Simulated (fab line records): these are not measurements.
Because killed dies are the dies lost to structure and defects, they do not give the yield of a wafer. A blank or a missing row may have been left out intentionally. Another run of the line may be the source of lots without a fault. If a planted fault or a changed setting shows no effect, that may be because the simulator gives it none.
fab line records + flow sky130
[record]
- lots = 12
- wafers = 36
- last-day = 49
route steps=708 shown FIELD_ISO@5 NWELL@73 LI_CONTACT@385 METAL2@483
lots that met no fault: from a run of the same line without faults
start-h: hours from the record's opening day to when the first of the lot's shown wafers began + wait-h: hours from the lot's prior step to this one + " the same as in the row above + L1.1+2: several wafers, shown together as one row + - no value, or no start was given + * or withheld: withheld + < > ~ a bound
route shown NAME@n: names a module that has steps shown in the file, with the first one's number in the route + usual: the fault-free wafers' mean and standard deviation + same: alike in all rows + chamber/n: place in a boat + sites: each site's reading + _std_site: standard deviation of those values + _edge_site: mean of outer sites minus mean of inner sites + radius-mm: for every site, how far away it sits from the centre of the wafer + mask NAME#n: copy n + behind: the last tool/chamber to shape the wafer + hold: cause of the lot's hold/its duration in hours/its outcome + device: transistor that didn't switch, given as n, p or np + end of line: at the end of the route, the tests of the same wafers + for a step that has no rows: nothing shown but its recipe + killed: not the wafer's yield, but the dies lost to structure and defects at the first sort + map: a wafer's dies, x killed, . not, _ none there
set.NAME: the run value of the setting; set.NAME@STEP: its run value at that earlier step + model.NAME: the simulator's own value behind a step, which no gauge read
steps of the route over a sample of lots; a table a step, a row a wafer
services: the hour from which a tool's chamber was out of use, counted from the record's first day as start-h (under 0 if before that day), plus the number of hours and why
[[steps]]
[step SKY_FIELD_ISO_THK_MEAS_04]
[recipe]
- reads = Si3N4_of_FIELD_ISO_CVD_03
[usual]
- FIELD_ISO_CVD_03_THK = 165.5/1.4
| lot.wafer | tool          | chamber | start-h | wait-h | FIELD_ISO_CVD_03_THK[nm] |
|-----------|---------------|---------|---------|--------|--------------------------|
| L568.1    | film-metro-01 | -       | 14.75   | 0.0    | 167.6                    |
| L568.4    | "             | -       | "       | "      | 167.6                    |
| L568.5    | "             | -       | "       | "      | 167.4                    |
| L569.3    | film-metro-01 | -       | 20.67   | 0.0    | 165.7                    |
| L569.4    | "             | -       | "       | "      | 165.2                    |
| L569.5    | "             | -       | "       | "      | 165.6                    |
| L570.3    | film-metro-02 | -       | 25.73   | 0.0    | 163.3                    |
| L570.4    | "             | -       | "       | "      | 165.2                    |
| L570.6    | "             | -       | "       | "      | 164.9                    |
| L572.2    | film-metro-01 | -       | 35.80   | 0.0    | 166.1                    |
| L572.4    | "             | -       | "       | "      | 167.5                    |
| L572.6    | "             | -       | "       | "      | 166.6                    |
| L574.1    | film-metro-04 | -       | 44.41   | 0.0    | 166.8                    |
| L574.2    | "             | -       | "       | "      | 165.4                    |
| L574.3    | "             | -       | "       | "      | 166.9                    |
| L580.2    | film-metro-04 | -       | 74.26   | 0.0    | 165.7                    |
| L580.3    | "             | -       | "       | "      | 165.5                    |
| L580.6    | "             | -       | "       | "      | 164.9                    |
| L581.2    | film-metro-04 | -       | 78.49   | 0.0    | 163.6                    |
| L581.5    | "             | -       | "       | "      | 164.2                    |
| L581.6    | "             | -       | "       | "      | 164.1                    |
| L582.1    | film-metro-01 | -       | 85.75   | 0.0    | 164.5                    |
| L582.3    | "             | -       | "       | "      | 165.6                    |
| L582.4    | "             | -       | "       | "      | 164.8                    |
| L583.1    | film-metro-04 | -       | 88.48   | 0.0    | 166.6                    |
| L583.3    | "             | -       | "       | "      | 166.8                    |
| L583.6    | "             | -       | "       | "      | 164.3                    |
| L584.1    | film-metro-01 | -       | 93.71   | 0.0    | 165.5                    |
| L584.3    | "             | -       | "       | "      | 166.7                    |
| L584.4    | "             | -       | "       | "      | 165.6                    |
| L586.1    | film-metro-01 | -       | 106.48  | 0.0    | 164.0                    |
| L586.3    | "             | -       | "       | "      | 163.3                    |
| L586.5    | "             | -       | "       | "      | 162.7                    |
| L588.1    | film-metro-01 | -       | 117.30  | 0.0    | 166.0                    |
| L588.2    | "             | -       | "       | "      | 165.0                    |
| L588.4    | "             | -       | "       | "      | 166.6                    |
[step SKY_NWELL_EXPOSE_20]
[recipe]
- mask-id = NWM_COMPLEMENT
- na = 0.6
- source-shape = conventional
- sigma-outer = 0.6
- polarization = unpolarized
- target-cd-nm = 840
- dose-mj = 260
[usual]
- reticle-temp-C = 22.99/0.097
| lot.wafer | tool             | chamber | start-h | wait-h | mask             | reticle-temp-C |
|-----------|------------------|---------|---------|--------|------------------|----------------|
| L568.1    | iline-stepper-01 | 0       | 95.25   | -      | NWM_COMPLEMENT#0 | 22.95          |
| L568.4    | "                | 0       | "       | "      | NWM_COMPLEMENT#0 | 22.87          |
| L568.5    | "                | 0       | "       | "      | NWM_COMPLEMENT#0 | 23.06          |
| L569.3    | iline-stepper-01 | 0       | 100.19  | -      | NWM_COMPLEMENT#0 | 22.98          |
| L569.4    | "                | 0       | "       | "      | NWM_COMPLEMENT#0 | 22.92          |
| L569.5    | "                | 0       | "       | "      | NWM_COMPLEMENT#0 | 23.04          |
| L570.3    | iline-stepper-02 | 0       | 108.70  | -      | NWM_COMPLEMENT#0 | 23.11          |
| L570.4    | "                | 0       | "       | "      | NWM_COMPLEMENT#0 | 23.14          |
| L570.6    | "                | 0       | "       | "      | NWM_COMPLEMENT#0 | 23.06          |
| L572.2    | iline-stepper-01 | 0       | 119.25  | -      | NWM_COMPLEMENT#0 | 22.84          |
| L572.4    | "                | 0       | "       | "      | NWM_COMPLEMENT#0 | 22.96          |
| L572.6    | "                | 0       | "       | "      | NWM_COMPLEMENT#0 | 22.82          |
| L574.1    | iline-stepper-02 | 0       | 128.50  | -      | NWM_COMPLEMENT#0 | 22.99          |
| L574.2    | "                | 0       | "       | "      | NWM_COMPLEMENT#0 | 23.03          |
| L574.3    | "                | 0       | "       | "      | NWM_COMPLEMENT#0 | 23.07          |
| L580.2    | iline-stepper-02 | 0       | 166.33  | -      | NWM_COMPLEMENT#0 | 23.06          |
| L580.3    | "                | 0       | "       | "      | NWM_COMPLEMENT#0 | 23.12          |
| L580.6    | "                | 0       | "       | "      | NWM_COMPLEMENT#0 | 23.02          |
| L581.2    | iline-stepper-01 | 0       | 175.73  | -      | NWM_COMPLEMENT#0 | 22.86          |
| L581.5    | "                | 0       | "       | "      | NWM_COMPLEMENT#0 | 22.93          |
| L581.6    | "                | 0       | "       | "      | NWM_COMPLEMENT#0 | 23.02          |
| L582.1    | iline-stepper-01 | 0       | 180.93  | -      | NWM_COMPLEMENT#0 | 22.94          |
| L582.3    | "                | 0       | "       | "      | NWM_COMPLEMENT#0 | 22.95          |
| L582.4    | "                | 0       | "       | "      | NWM_COMPLEMENT#0 | 23.09          |
| L583.1    | iline-stepper-01 | 0       | 181.64  | -      | NWM_COMPLEMENT#0 | 23.11          |
| L583.3    | "                | 0       | "       | "      | NWM_COMPLEMENT#0 | 23.08          |
| L583.6    | "                | 0       | "       | "      | NWM_COMPLEMENT#0 | 22.98          |
| L584.1    | iline-stepper-01 | 0       | 189.50  | -      | NWM_COMPLEMENT#0 | 23.04          |
| L584.3    | "                | 0       | "       | "      | NWM_COMPLEMENT#0 | 22.88          |
| L584.4    | "                | 0       | "       | "      | NWM_COMPLEMENT#0 | 22.86          |
| L586.1    | iline-stepper-01 | 0       | 204.98  | -      | NWM_COMPLEMENT#0 | 22.92          |
| L586.3    | "                | 0       | "       | "      | NWM_COMPLEMENT#0 | 22.99          |
| L586.5    | "                | 0       | "       | "      | NWM_COMPLEMENT#0 | 22.96          |
| L588.1    | iline-stepper-01 | 0       | 216.06  | -      | NWM_COMPLEMENT#0 | 22.98          |
| L588.2    | "                | 0       | "       | "      | NWM_COMPLEMENT#0 | 22.86          |
| L588.4    | "                | 0       | "       | "      | NWM_COMPLEMENT#0 | 23.04          |
[step SKY_NWELL_OVL_MEAS_23]
[usual]
- NWELL_01_OVL = 1.4/1.4
| lot.wafer | tool       | chamber | start-h | wait-h | NWELL_01_OVL[nm] |
|-----------|------------|---------|---------|--------|------------------|
| L568.1    | overlay-02 | -       | 104.49  | -      | -0.6             |
| L568.4    | "          | -       | "       | "      | 2.6              |
| L568.5    | "          | -       | "       | "      | -0.5             |
| L569.3    | overlay-02 | -       | 109.00  | -      | -0.4             |
| L569.4    | "          | -       | "       | "      | -1.0             |
| L569.5    | "          | -       | "       | "      | -1.1             |
| L570.3    | overlay-02 | -       | 117.17  | -      | 3.0              |
| L570.4    | "          | -       | "       | "      | 2.3              |
| L570.6    | "          | -       | "       | "      | 1.4              |
| L572.2    | overlay-02 | -       | 128.05  | -      | 1.7              |
| L572.4    | "          | -       | "       | "      | 3.9              |
| L572.6    | "          | -       | "       | "      | 2.9              |
| L574.1    | overlay-01 | -       | 137.54  | -      | 173.0            |
| L574.2    | "          | -       | "       | "      | 172.1            |
| L574.3    | "          | -       | "       | "      | 172.7            |
| L580.2    | overlay-02 | -       | 175.54  | -      | 175.0            |
| L580.3    | "          | -       | "       | "      | 175.2            |
| L580.6    | "          | -       | "       | "      | 174.3            |
| L581.2    | overlay-01 | -       | 186.06  | -      | 1.7              |
| L581.5    | "          | -       | "       | "      | 0.6              |
| L581.6    | "          | -       | "       | "      | 0.4              |
| L582.1    | overlay-02 | -       | 191.14  | -      | 0.1              |
| L582.3    | "          | -       | "       | "      | 0.8              |
| L582.4    | "          | -       | "       | "      | -1.1             |
| L583.1    | overlay-01 | -       | 191.30  | -      | 1.5              |
| L583.3    | "          | -       | "       | "      | 0.9              |
| L583.6    | "          | -       | "       | "      | 3.9              |
| L584.1    | overlay-02 | -       | 199.65  | -      | 0.2              |
| L584.3    | "          | -       | "       | "      | 0.1              |
| L584.4    | "          | -       | "       | "      | -0.6             |
| L586.1    | overlay-01 | -       | 216.03  | -      | 2.0              |
| L586.3    | "          | -       | "       | "      | 0.4              |
| L586.5    | "          | -       | "       | "      | -0.7             |
| L588.1    | overlay-01 | -       | 227.19  | -      | 2.1              |
| L588.2    | "          | -       | "       | "      | 1.9              |
| L588.4    | "          | -       | "       | "      | 3.5              |
[step SKY_LI_CONTACT_THK_MEAS_23]
[recipe]
- thk-meas-gauge = xrf
- reads = W_of_LI_CONTACT_CVD_21
[usual]
- LI_CONTACT_W_THK = 412/8.5
| lot.wafer | tool          | chamber | start-h | wait-h | LI_CONTACT_W_THK[nm] |
|-----------|---------------|---------|---------|--------|----------------------|
| L568.1    | film-metro-02 | -       | 676.62  | 0.1    | 415                  |
| L568.4    | "             | -       | "       | "      | 426                  |
| L568.5    | "             | -       | "       | "      | 425                  |
| L569.3    | film-metro-02 | -       | 680.11  | 0.1    | 412                  |
| L569.4    | "             | -       | "       | "      | 410                  |
| L569.5    | "             | -       | "       | "      | 406                  |
| L570.3    | film-metro-02 | -       | 696.88  | 0.1    | 425                  |
| L570.4    | "             | -       | "       | "      | 408                  |
| L570.6    | "             | -       | "       | "      | 426                  |
| L572.2    | film-metro-03 | -       | 711.21  | 0.1    | 418                  |
| L572.4    | "             | -       | "       | "      | 419                  |
| L572.6    | "             | -       | "       | "      | 406                  |
| L574.1    | film-metro-04 | -       | 729.50  | 0.1    | 405                  |
| L574.2    | "             | -       | "       | "      | 418                  |
| L574.3    | "             | -       | "       | "      | 416                  |
| L580.2    | film-metro-04 | -       | 776.53  | 0.1    | 416                  |
| L580.3    | "             | -       | "       | "      | 418                  |
| L580.6    | "             | -       | "       | "      | 411                  |
| L581.2    | film-metro-03 | -       | 791.62  | 0.1    | 411                  |
| L581.5    | "             | -       | "       | "      | 427                  |
| L581.6    | "             | -       | "       | "      | 411                  |
| L583.1    | film-metro-04 | -       | 797.84  | 0.1    | 426                  |
| L583.3    | "             | -       | "       | "      | 411                  |
| L583.6    | "             | -       | "       | "      | 423                  |
| L582.1    | film-metro-03 | -       | 798.56  | 0.1    | 403                  |
| L582.3    | "             | -       | "       | "      | 413                  |
| L582.4    | "             | -       | "       | "      | 406                  |
| L584.1    | film-metro-04 | -       | 804.29  | 0.1    | 397                  |
| L584.3    | "             | -       | "       | "      | 404                  |
| L584.4    | "             | -       | "       | "      | 404                  |
| L586.1    | film-metro-02 | -       | 825.01  | 0.1    | 410                  |
| L586.3    | "             | -       | "       | "      | 413                  |
| L586.5    | "             | -       | "       | "      | 415                  |
| L588.1    | film-metro-02 | -       | 836.61  | 0.1    | 425                  |
| L588.2    | "             | -       | "       | "      | 410                  |
| L588.4    | "             | -       | "       | "      | 414                  |
[step SKY_METAL2_SPUTTER_00]
[recipe]
- material = Ti
- target-thk-nm = 15
- power-w = 3000
- time-s = 10
- chamber-pressure-pa = 0.4
[usual]
- cathode-dc-power-W = 3000.0/0.52
- throttle-valve-pct = 29.8/1.2
| lot.wafer | tool           | chamber | start-h | wait-h | cathode-dc-power-W | throttle-valve-pct |
|-----------|----------------|---------|---------|--------|--------------------|--------------------|
| L568.1    | pvd-sputter-02 | -       | 793.41  | 0.1    | 2999.7             | 31.6               |
| L568.4    | "              | -       | "       | "      | 3000.4             | 29.6               |
| L568.5    | "              | -       | "       | "      | 3000.6             | 31.6               |
| L569.3    | pvd-sputter-02 | -       | 795.52  | 0.1    | 3000.2             | 27.7               |
| L569.4    | "              | -       | "       | "      | 2999.3             | 31.9               |
| L569.5    | "              | -       | "       | "      | 2999.7             | 27.9               |
| L570.3    | pvd-sputter-04 | -       | 812.22  | 0.1    | 2999.2             | 28.5               |
| L570.4    | "              | -       | "       | "      | 3000.0             | 30.8               |
| L570.6    | "              | -       | "       | "      | 3000.5             | 30.7               |
| L572.2    | pvd-sputter-03 | -       | 825.99  | 0.1    | 2999.8             | 29.7               |
| L572.4    | "              | -       | "       | "      | 2999.8             | 29.2               |
| L572.6    | "              | -       | "       | "      | 2999.9             | 29.6               |
| L574.1    | pvd-sputter-03 | -       | 843.13  | 0.1    | 3000.5             | 29.7               |
| L574.2    | "              | -       | "       | "      | 2998.7             | 29.5               |
| L574.3    | "              | -       | "       | "      | 3000.2             | 29.9               |
| L580.2    | pvd-sputter-04 | -       | 888.54  | 0.1    | 3000.3             | 30.5               |
| L580.3    | "              | -       | "       | "      | 3000.6             | 30.8               |
| L580.6    | "              | -       | "       | "      | 3000.0             | 31.1               |
| L581.2    | pvd-sputter-02 | -       | 901.61  | 0.2    | 3000.0             | 30.1               |
| L581.5    | "              | -       | "       | "      | 2999.6             | 29.9               |
| L581.6    | "              | -       | "       | "      | 2999.6             | 27.9               |
| L583.1    | pvd-sputter-04 | -       | 909.04  | 0.2    | 2999.9             | 30.9               |
| L583.3    | "              | -       | "       | "      | 2999.5             | 31.0               |
| L583.6    | "              | -       | "       | "      | 2999.1             | 30.8               |
| L582.1    | pvd-sputter-02 | -       | 909.28  | 0.1    | 2999.6             | 28.6               |
| L582.3    | "              | -       | "       | "      | 3000.7             | 29.8               |
| L582.4    | "              | -       | "       | "      | 3000.1             | 27.7               |
| L584.1    | pvd-sputter-02 | -       | 914.64  | 0.2    | 3000.3             | 27.9               |
| L584.3    | "              | -       | "       | "      | 3000.4             | 28.5               |
| L584.4    | "              | -       | "       | "      | 2999.1             | 29.9               |
| L586.1    | pvd-sputter-04 | -       | 933.37  | 0.1    | 3000.3             | 28.4               |
| L586.3    | "              | -       | "       | "      | 3000.1             | 30.7               |
| L586.5    | "              | -       | "       | "      | 2999.8             | 30.8               |
| L588.1    | pvd-sputter-04 | -       | 944.44  | 0.1    | 2999.4             | 30.6               |
| L588.2    | "              | -       | "       | "      | 3000.2             | 30.6               |
| L588.4    | "              | -       | "       | "      | 3000.0             | 31.1               |
[[services]]
| tool             | chamber | start-h | hours | kind   |
|------------------|---------|---------|-------|--------|
| iline-stepper-02 | -       | 93.36   | 1.7   | pm     |
| iline-stepper-02 | -       | 99.49   | 8.9   | repair |
| pvd-sputter-04   | -       | 115.15  | 1.8   | repair |
| pvd-sputter-02   | -       | 133.85  | 2.8   | repair |
| iline-stepper-01 | -       | 227.28  | 4.4   | pm     |
| iline-stepper-01 | -       | 244.01  | 1.7   | pm     |
| pvd-sputter-04   | -       | 295.08  | 3.6   | repair |
| iline-stepper-02 | -       | 308.21  | 2.1   | pm     |
| iline-stepper-02 | -       | 311.54  | 1.7   | pm     |
| iline-stepper-01 | -       | 410.93  | 2.1   | repair |
| iline-stepper-02 | -       | 447.75  | 9.6   | repair |
| iline-stepper-01 | -       | 462.19  | 1.7   | pm     |
| iline-stepper-01 | -       | 466.75  | 2.1   | pm     |
| pvd-sputter-04   | -       | 473.86  | 2.6   | repair |
| iline-stepper-02 | -       | 483.34  | 4.4   | pm     |
| pvd-sputter-02   | -       | 496.64  | 0.7   | repair |
| iline-stepper-02 | -       | 529.72  | 1.7   | pm     |
| pvd-sputter-02   | -       | 563.95  | 0.9   | repair |
| pvd-sputter-04   | -       | 670.29  | 1.3   | repair |
| iline-stepper-01 | -       | 680.37  | 1.7   | pm     |
| iline-stepper-01 | -       | 738.15  | 0.9   | repair |
| iline-stepper-01 | -       | 752.51  | 7.0   | repair |
| pvd-sputter-04   | -       | 810.55  | 0.9   | repair |
| iline-stepper-01 | -       | 898.55  | 1.7   | pm     |
[[key]]
[first-sign]
- step = SKY_NWELL_OVL_MEAS_23
- reading = NWELL_01_OVL
- direction = up
- sigmas = 99+
- usual = 1.4
- struck = 173.7
effect none on later readings
met-at SKY_NWELL_EXPOSE_20
struck-lots L574,L580
tester-left-out L574,L580
not-acting-at SKY_FIELD_ISO_THK_MEAS_04,SKY_LI_CONTACT_THK_MEAS_23,SKY_METAL2_SPUTTER_00
onset-between 108.70 128.50
[fault]
- kind = scanner-matching-overlay
- tool = iline-stepper-02
- chamber = -
- onset-h = 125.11
- steps = SKY_NWELL_EXPOSE_20
- offset = 171.19
// tester-left-out: of these lots the tester's yield and bins aren't shown, on N5 and GAA mostly nor the transistor test; their killed dies are dies lost to structure and defects alone, not to doping, threshold or leakage, so they don't give the yield
